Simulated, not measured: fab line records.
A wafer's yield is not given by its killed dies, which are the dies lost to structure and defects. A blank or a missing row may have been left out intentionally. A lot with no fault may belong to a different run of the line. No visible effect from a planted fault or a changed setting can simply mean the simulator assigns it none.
Comparing a struck lot with a sound one :: flow sky130 :: 35 steps out of a route of 708
Sound: wafers L919.1, L919.2, L919.3. Struck: wafers L925.3, L925.5 (left out: L925.6, a lot-mate that was not struck); the cause follows at the end.
Order at every step that has rows: each side's tool, ch and its chambers, its first start. Under that, the readings that differ: sound wafers :: struck wafers :: difference of the means :: sigmas: that difference in standard deviations of wafers without a fault.
alike: words and numbers the same on both sides, and readings whose means are apart by under 2 such deviations; not compared: readings that were withheld, readings missing a value for some wafer, numbers with overlapping values and no deviation given by the record, and bounds like >300 which may hide the same value.
The two part at a step that has a row with sigmas, a row that says differs or no value, or rows on one side only. Numbers that don't overlap but have no deviation are shown without sigmas and don't part them. Lack of a reading on every wafer of one side parts them only where that side has two or more wafers.

first, 10 steps without rows for these wafers: SKY_METAL2_EXPOSE_12 (exposes mask MM2, target cd 140 nm); SKY_METAL2_PEB_13; SKY_METAL2_DEVELOP_14 (develop time 60 s); SKY_METAL2_DESCUM_17 (chemistry O2, time 8 s); SKY_METAL2_ETCH_18 (etches BARC in N2/H2, stops on SiO2, time 45.9 s, target depth 60 nm); SKY_METAL2_METAL_ETCH_19 (etches the open film in Cl2/BCl3, stops on SiO2, target depth 360 nm, time 78 s); SKY_METAL2_STRIP_20 (strips in O2/N2); SKY_METAL2_STRIP_21 (strips in post etch residue remover, time 1200 s); SKY_METAL2_CLEAN_22 (cleans in IPA, time 180 s); SKY_METAL2_CLEAN_23 (cleans in O3/DIW).
SKY_VIA2_HDPCVD_00: deposits SiO2, target thk 1180 nm, time 196.7 s.
  sound on hdpcvd-01 ch 0,1,2, day 36 09:14; struck on hdpcvd-01 ch 2, day 38 00:13
  alike: sih4_flow_sccm
then, 23 steps without rows for these wafers: SKY_VIA2_CMP_02 (polishes SiO2); SKY_VIA2_DEHYDRATE_04 (time 60 s); SKY_VIA2_HMDS_05 (prime time 60 s); SKY_VIA2_COAT_06 (resist thk 60 nm); SKY_VIA2_COAT_07 (resist thk 450 nm); SKY_VIA2_SOFTBAKE_08 (time 90 s); SKY_VIA2_EXPOSE_09 (exposes mask VIM2, target cd 200 nm); SKY_VIA2_PEB_10; SKY_VIA2_DEVELOP_11 (develop time 60 s); SKY_VIA2_ETCH_14 (etches BARC in N2/H2, stops on SiO2, time 45.9 s, target depth 60 nm); SKY_VIA2_ETCH_15 (etches SiO2 in C4F8/O2/Ar, stops on TiN, target depth 546 nm, time 84 s); SKY_VIA2_STRIP_16 (strips in O2/N2); SKY_VIA2_STRIP_17 (strips in post etch residue remover, time 1200 s); SKY_VIA2_CLEAN_18 (cleans in IPA, time 180 s); SKY_VIA2_CLEAN_19 (cleans in O3/DIW); SKY_VIA2_SPUTTER_20 (material TiN, target thk 20 nm, time 80 s); SKY_VIA2_CVD_21 (deposits W, target thk 420 nm, time 126.4 s); SKY_VIA2_CMP_24 (polishes, stops on SiO2, t overpolish 20 s, target thk 0 nm); SKY_METAL3_SPUTTER_00 (material Ti, target thk 15 nm, time 10 s); SKY_METAL3_SPUTTER_01 (material TiN, target thk 20 nm, time 16.7 s); SKY_METAL3_SPUTTER_02 (material AlCu, target thk 735 nm, time 39.1 s); SKY_METAL3_SPUTTER_03 (material Ti, target thk 5 nm, time 3.3 s); SKY_METAL3_SPUTTER_04 (material TiN, target thk 70 nm, time 58.3 s).
-- the record jumps here: 10 days lie between the struck wafers' starts before and after (it left off in module METAL3 and takes up again in module PAD_OPEN, whose first step shown is number 708 of the route) --
SKY_PAD_OPEN_PROBE_99:
  struck on prober-01, day 48 02:07; sound on prober-01, day 46 15:38
reading: hold
sound: - - -
struck: await_dispo/11.1h/release await_dispo/11.1h/release
difference: no value on the sound wafers
sigmas: 

reading: defect_limited_yield (%)
sound: 80.7 81.3 80.7
struck: 74.4 76.4
difference: -5.5
sigmas: -3

reading: killed_at_M0_to_M3
sound: 30 42 45
struck: 86 79
difference: +44
sigmas: +8

reading: killed_dies
sound: 95 92 95
struck: 126 116
difference: +27
sigmas: +3

reading: killed_on_rim
sound: 17 19 19
struck: 32 28
difference: +12
sigmas: +3

reading: sort_bin_3_pad_short (%)
sound: 1.2 1.2 0.8
struck: 4.1 3.7
difference: +2.8
sigmas: +7

reading: sort_bin_5_function (%)
sound: 11.4 10.8 13.0
struck: 15.2 14.6
difference: +3.2
sigmas: +2

reading: sort_n_pass
sound: 397 400 397
struck: 366 376
difference: -27
sigmas: -3

reading: sort_yield_pct (%)
sound: 80.7 81.3 80.7
struck: 74.4 76.4
difference: -5.5
sigmas: -3

reading: model.etest.tester.sort_n_pass
sound: 397 400 397
struck: 366 376
difference: -27
sigmas: 

reading: model.etest.tester.sort_yield_pct (%)
sound: 80.69 81.3 80.69
struck: 74.39 76.42
difference: -5.49
sigmas: 

reading: model.etest.tester.sort_bin_5_pct (%)
sound: 11.38 10.77 13.01
struck: 15.24 14.63
difference: +3.21
sigmas: 

reading: model.etest.tester.sort_bin_3_pct (%)
sound: 1.22 1.22 0.813
struck: 4.065 3.659
difference: +2.778
sigmas: 
  alike: killed_at_M4_up, killed_at_contacts, killed_at_front_end, killed_at_other, killed_open, killed_short, sort_bin_6_memory

## WHERE THEY PART
At SKY_PAD_OPEN_PROBE_99 and nowhere else, as far as this record goes.

WHY: whatever the simulator had introduced
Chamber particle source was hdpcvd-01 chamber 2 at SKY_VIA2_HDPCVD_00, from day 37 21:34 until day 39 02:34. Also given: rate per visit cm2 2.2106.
